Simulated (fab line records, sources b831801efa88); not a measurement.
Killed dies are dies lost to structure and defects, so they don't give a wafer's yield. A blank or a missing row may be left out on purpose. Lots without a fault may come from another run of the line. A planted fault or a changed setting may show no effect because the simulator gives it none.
Which tool did it? | flow sky130 | 13 lots, 39 wafers sampled, at 5 steps of a route of 708

WHAT THE GAUGES READ, wafer by wafer
The record holds no reading of a measuring or inspecting step that can be judged against a usual standard deviation.

WHICH TOOL RAN EACH LOT (tool, then ch and the chambers of the sampled wafers, then the start)
lot  | SKY_FIELD_ISO_CLEAN_19         | SKY_METAL5_SPUTTER_00        | SKY_METAL5_SPUTTER_03        | SKY_PASSIVATION_ETCH_11            | SKY_PAD_OPEN_PROBE_99
L746 | wet_bench-03 ch 0, day 2 06:08 | pvd_sputter-02, day 43 07:56 | pvd_sputter-02, day 43 08:02 | rie_diel-01 ch 0,2, day 45 06:18   | -
L747 | wet_bench-03 ch 1, day 2 11:32 | pvd_sputter-03, day 43 14:50 | pvd_sputter-03, day 43 14:55 | rie_diel-02 ch 0,1,2, day 45 12:23 | -
L748 | wet_bench-01 ch 0, day 2 17:46 | pvd_sputter-02, day 44 01:28 | pvd_sputter-02, day 44 01:34 | rie_diel-04 ch 1,3, day 45 22:21   | -
L749 | wet_bench-01 ch 0, day 3 00:22 | pvd_sputter-02, day 44 11:54 | pvd_sputter-02, day 44 12:00 | rie_diel-02 ch 0,1, day 46 09:12   | -
L751 | wet_bench-01 ch 0, day 3 06:59 | pvd_sputter-03, day 44 14:13 | pvd_sputter-03, day 44 14:19 | rie_diel-01 ch 0,2,3, day 46 10:33 | -
L753 | wet_bench-03 ch 2, day 3 17:55 | pvd_sputter-03, day 45 10:48 | pvd_sputter-03, day 45 10:54 | rie_diel-01 ch 0,2, day 47 05:24   | -
L756 | wet_bench-01 ch 3, day 4 11:08 | pvd_sputter-03, day 46 08:56 | pvd_sputter-03, day 46 09:02 | rie_diel-04 ch 1,3, day 48 02:36   | -
L760 | wet_bench-03 ch 3, day 5 04:52 | pvd_sputter-02, day 47 08:15 | pvd_sputter-02, day 47 08:21 | rie_diel-01 ch 0,1,3, day 49 01:06 | prober-02, day 49 21:31
L761 | wet_bench-03 ch 2, day 5 12:56 | pvd_sputter-03, day 47 12:46 | pvd_sputter-03, day 47 12:52 | rie_diel-04 ch 0,1, day 49 02:58   | prober-02, day 49 22:43
L762 | wet_bench-01 ch 1, day 5 18:41 | pvd_sputter-03, day 47 14:08 | pvd_sputter-03, day 47 14:14 | rie_diel-01 ch 1,2, day 49 04:03   | -
L763 | wet_bench-01 ch 3, day 5 23:32 | pvd_sputter-02, day 47 21:47 | pvd_sputter-02, day 47 21:53 | rie_diel-01 ch 1,3, day 49 11:49   | -
L765 | wet_bench-01 ch 0, day 6 11:47 | pvd_sputter-02, day 48 07:22 | pvd_sputter-02, day 48 07:28 | rie_diel-01 ch 1,2,3, day 49 20:50 | -
L769 | wet_bench-01 ch 0, day 7 03:25 | pvd_sputter-02, day 49 01:11 | pvd_sputter-02, day 49 01:17 | rie_diel-01 ch 0,1,2, day 50 13:22 | -
- SKY_FIELD_ISO_CLEAN_19: cleans in SC1/SC2, time 150 s.
- SKY_METAL5_SPUTTER_00: material Ti, target thk 15 nm, time 10 s.
- SKY_METAL5_SPUTTER_03: material Ti, target thk 5 nm, time 3.408 s.
- SKY_PASSIVATION_ETCH_11: etches the open film in CF4/O2, stops on AlCu, target depth 725 nm, time 161.1 s.
- SKY_PAD_OPEN_PROBE_99

WHAT THE TOOLS THEMSELVES READ (means of the sampled wafers that have a number; where no wafer has one, the mark that the record gives instead)
SKY_METAL5_SPUTTER_00. Usual: chamber_pressure_pa 0.4001 Pa, standard deviation 0.00075; throttle_valve_pct 30.1 %, standard deviation 0.63.
lot  | tool           | chamber_pressure_pa (Pa) | throttle_valve_pct (%) | flag
L746 | pvd_sputter-02 | 0.4005                   | 30.8                   |
L747 | pvd_sputter-03 | 0.4002                   | 29.9                   |
L748 | pvd_sputter-02 | 0.4002                   | 30.6                   |
L749 | pvd_sputter-02 | 0.4003                   | 30.6                   |
L751 | pvd_sputter-03 | 0.3999                   | 29.2                   |
L753 | pvd_sputter-03 | 0.4000                   | 29.6                   |
L756 | pvd_sputter-03 | 0.3997                   | 29.4                   |
L760 | pvd_sputter-02 | 0.3999                   | 30.6                   |
L761 | pvd_sputter-03 | 0.4005                   | 30.4                   |
L762 | pvd_sputter-03 | 0.4001                   | 29.9                   |
L763 | pvd_sputter-02 | 0.4005                   | 30.1                   |
L765 | pvd_sputter-02 | 0.4001                   | 30.6                   |
L769 | pvd_sputter-02 | 0.3997                   | 30.5                   |

SKY_METAL5_SPUTTER_03. Usual: chamber_pressure_pa 0.3999 Pa, standard deviation 0.001; throttle_valve_pct 30.1 %, standard deviation 0.63.
lot  | tool           | chamber_pressure_pa (Pa) | throttle_valve_pct (%) | flag
L746 | pvd_sputter-02 | 0.3999                   | 30.8                   |
L747 | pvd_sputter-03 | 0.3993                   | 30.0                   |
L748 | pvd_sputter-02 | 0.4004                   | 30.4                   |
L749 | pvd_sputter-02 | 0.3994                   | 30.4                   |
L751 | pvd_sputter-03 | 0.3996                   | 29.3                   |
L753 | pvd_sputter-03 | 0.3998                   | 29.5                   |
L756 | pvd_sputter-03 | 0.4022                   | 29.4                   |
L760 | pvd_sputter-02 | 0.4000                   | 30.5                   |
L761 | pvd_sputter-03 | 0.3992                   | 30.6                   |
L762 | pvd_sputter-03 | 0.3995                   | 30.1                   |
L763 | pvd_sputter-02 | 0.4001                   | 30.4                   |
L765 | pvd_sputter-02 | 0.4001                   | 30.5                   |
L769 | pvd_sputter-02 | 0.4003                   | 30.6                   |

SKY_PASSIVATION_ETCH_11. Usual: bias_w 150.0 W, standard deviation 0.5; chamber_pressure_mTorr 150.01 mTorr, standard deviation 0.14; drypump_motor_current_A 5.7 A, standard deviation 0.46; oes_product_au 0.977 a.u., standard deviation 0.009; throttle_valve_pct 5.966 %, standard deviation 0.0087.
lot  | tool        | bias_w (W) | chamber_pressure_mTorr (mTorr) | drypump_motor_current_A (A) | oes_product_au (a.u.) | throttle_valve_pct (%) | flag
L746 | rie_diel-01 | 149.5      | 150.04                         | 5.7                         | 0.969                 | 5.962                  |
L747 | rie_diel-02 | 149.9      | 149.93                         | 5.7                         | 0.976                 | 5.962                  |
L748 | rie_diel-04 | 150.0      | 150.05                         | 6.0                         | 0.978                 | 5.965                  |
L749 | rie_diel-02 | 149.4      | 149.97                         | 5.8                         | 0.974                 | 5.961                  |
L751 | rie_diel-01 | 150.0      | 150.05                         | 5.6                         | 0.982                 | 5.980                  |
L753 | rie_diel-01 | 150.0      | 150.13                         | 5.7                         | 0.982                 | 5.970                  |
L756 | rie_diel-04 | 150.2      | 149.92                         | 6.1                         | 0.975                 | 5.962                  |
L760 | rie_diel-01 | 150.2      | 149.94                         | 5.2                         | 0.971                 | 5.960                  |
L761 | rie_diel-04 | 149.8      | 149.99                         | 5.9                         | 0.984                 | 5.962                  |
L762 | rie_diel-01 | 150.7      | 149.96                         | 5.7                         | 0.985                 | 5.967                  |
L763 | rie_diel-01 | 149.5      | 149.99                         | 5.2                         | 0.975                 | 5.967                  |
L765 | rie_diel-01 | 150.3      | 150.06                         | 5.6                         | 0.983                 | 5.953                  |
L769 | rie_diel-01 | 150.0      | 149.93                         | 5.7                         | 0.976                 | 5.968                  |

SKY_PAD_OPEN_PROBE_99. Usual: killed_at_M0_to_M3 43, standard deviation 7.5; killed_at_M4_up 3.2, standard deviation 1.9; killed_at_contacts 24, standard deviation 4.9; killed_at_front_end 15, standard deviation 4.3; killed_at_other 0.4, standard deviation 0.72; killed_dies 86, standard deviation 9.1; killed_open 47, standard deviation 6.5; killed_short 39, standard deviation 6.5.
lot  | tool      | killed_at_M0_to_M3 | killed_at_M4_up | killed_at_contacts | killed_at_front_end | killed_at_other | killed_dies | killed_open | killed_short | flag
L760 | prober-02 | 41                 | 1.0             | 22                 | 55                  | 1.7             | 120         | 44          | 37           | OFF
L761 | prober-02 | 43                 | 2.7             | 18                 | 16                  | 0.0             | 79          | 45          | 34           |

THE ANSWER, worked out from the rows above alone
Rule: a lot is off if the mean of its wafers that have a number lies more than 3 standard deviations from the usual mean. A lot without any number at a reading at which 4 lots or more have one is off too. The other lots that the step has rows for count as sound. The gauges are gone through in route order, then the tools' own readings, and for those a lot's mean is taken as printed above. The first step at which some lot is off is used, and at that step the reading that is off furthest; a lot without a number counts as furthest.
Off: L760, at SKY_PAD_OPEN_PROBE_99 (killed_at_front_end). Neither off nor sound, because the step has no rows for them: L746, L747, L748, L749, L751, L753, L756, L762, L763, L765, L769.
A tool fits if, at that step or a process step before it, it ran every lot that is off, and no sound lot after the first of them. Can't be told from this: 2 tools fit, pvd_sputter-02 at SKY_METAL5_SPUTTER_00 and SKY_METAL5_SPUTTER_03, rie_diel-01 at SKY_PASSIVATION_ETCH_11.

WHAT THE SIMULATOR HAD PUT IN
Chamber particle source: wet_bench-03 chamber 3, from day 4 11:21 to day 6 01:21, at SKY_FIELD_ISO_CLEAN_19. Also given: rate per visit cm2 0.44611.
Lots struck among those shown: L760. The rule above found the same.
